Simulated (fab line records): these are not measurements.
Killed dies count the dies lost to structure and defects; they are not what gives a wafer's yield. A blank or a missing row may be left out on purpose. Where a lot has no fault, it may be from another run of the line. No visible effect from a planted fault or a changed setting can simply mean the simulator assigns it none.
Chamber matching + flow sky130 + 4 sister chambers for SKY_LI_CONTACT_CMP_02 on cmp-01
The step polishes PSG. 18 wafers are shown with their chamber, then 9 later ones without.

WAFERS WITH THEIR CHAMBER
| wafer  | chamber | timeToEndpointS (s) | retainingRingPressureFrac | motorCurrentA (A) |
|--------|---------|---------------------|---------------------------|-------------------|
| L926.1 | 0       | 30.8                | 0.994                     | 12.0              |
| L926.3 | 3       | 27.7                | 0.993                     | 12.1              |
| L926.5 | 0       | 30.8                | 0.999                     | 11.8              |
| L928.1 | 2       | 30.7                | 1.002                     | 12.7              |
| L928.3 | 3       | 30.5                | 1.007                     | 12.1              |
| L928.6 | 1       | 31.2                | 1.005                     | 11.6              |
| L941.3 | 2       | 34.8                | 0.993                     | 12.0              |
| L941.4 | 1       | 29.7                | 1.001                     | 11.3              |
| L941.5 | 1       | 28.6                | 1.003                     | 12.3              |
| L942.2 | 1       | 26.4                | 1.004                     | 12.2              |
| L942.3 | 3       | 28.0                | 0.996                     | 12.2              |
| L942.5 | 1       | 27.3                | 1.006                     | 12.2              |
| L945.2 | 1       | 30.3                | 0.999                     | 12.5              |
| L945.3 | 3       | 29.0                | 1.004                     | 11.8              |
| L945.5 | 0       | 34.5                | 1.000                     | 12.0              |
| L944.3 | 0       | 31.7                | 0.993                     | 11.6              |
| L944.4 | 3       | 31.0                | 1.003                     | 12.2              |
| L944.6 | 3       | 27.7                | 1.008                     | 12.0              |

SIGNATURES (averages over the wafers above)
| reading                   | chamber 0 | chamber 1 | chamber 2 | chamber 3 | scatter within a chamber |
|---------------------------|-----------|-----------|-----------|-----------|--------------------------|
| timeToEndpointS           | 31.950    | 28.917    | 32.750    | 28.983    | 1.79                     |
| retainingRingPressureFrac | 0.99650   | 1.00300   | 0.99750   | 1.00183   | 0.00459                  |
| motorCurrentA             | 11.850    | 12.017    | 12.350    | 12.067    | 0.331                    |
Rule: for each reading, subtract the chamber's mean from the wafer's reading, divide by that reading's scatter and square the result; add these up over the readings and take the root, which gives the wafer's distance from the chamber. The wafer belongs to the nearest chamber; if the next one is less than 2 further off, it can't be placed. The scatter: the root of (the sum of the squares of (reading less its chamber's mean) over the shown wafers, divided by (wafers less chambers)).

WAFERS WITH NO CHAMBER GIVEN
| wafer  | timeToEndpointS (s) | retainingRingPressureFrac | motorCurrentA (A) |
|--------|---------------------|---------------------------|-------------------|
| L947.4 | 32.6                | 1.008                     | 12.8              |
| L947.5 | 29.5                | 0.992                     | 12.0              |
| L947.6 | 32.0                | 1.000                     | 12.8              |
| L946.2 | 27.8                | 0.996                     | 11.8              |
| L946.3 | 33.8                | 1.008                     | 11.5              |
| L946.5 | 29.4                | 1.008                     | 12.4              |
| L948.1 | 26.3                | 0.997                     | 12.5              |
| L948.4 | 28.5                | 0.998                     | 12.3              |
| L948.5 | 25.1                | 1.000                     | 12.0              |

WHICH CHAMBER EACH ONE RAN IN
| wafer  | from the rows above               | in truth |
|--------|-----------------------------------|----------|
| L947.4 | can't be placed: 2 or 3 or 1 or 0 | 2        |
| L947.5 | can't be placed: 0 or 3 or 2 or 1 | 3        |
| L947.6 | can't be placed: 2 or 3 or 0 or 1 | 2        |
| L946.2 | can't be placed: 3 or 1 or 0 or 2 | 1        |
| L946.3 | can't be placed: 0 or 1 or 3 or 2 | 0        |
| L946.5 | can't be placed: 1 or 3 or 2 or 0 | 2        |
| L948.1 | can't be placed: 3 or 1 or 2 or 0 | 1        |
| L948.4 | can't be placed: 3 or 1 or 2 or 0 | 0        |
| L948.5 | can't be placed: 3 or 1 or 0      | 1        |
Placed correctly: 0 of 9. Not placeable from these rows: 9 (in 9, the candidates include the true chamber). Placed wrongly: 0.
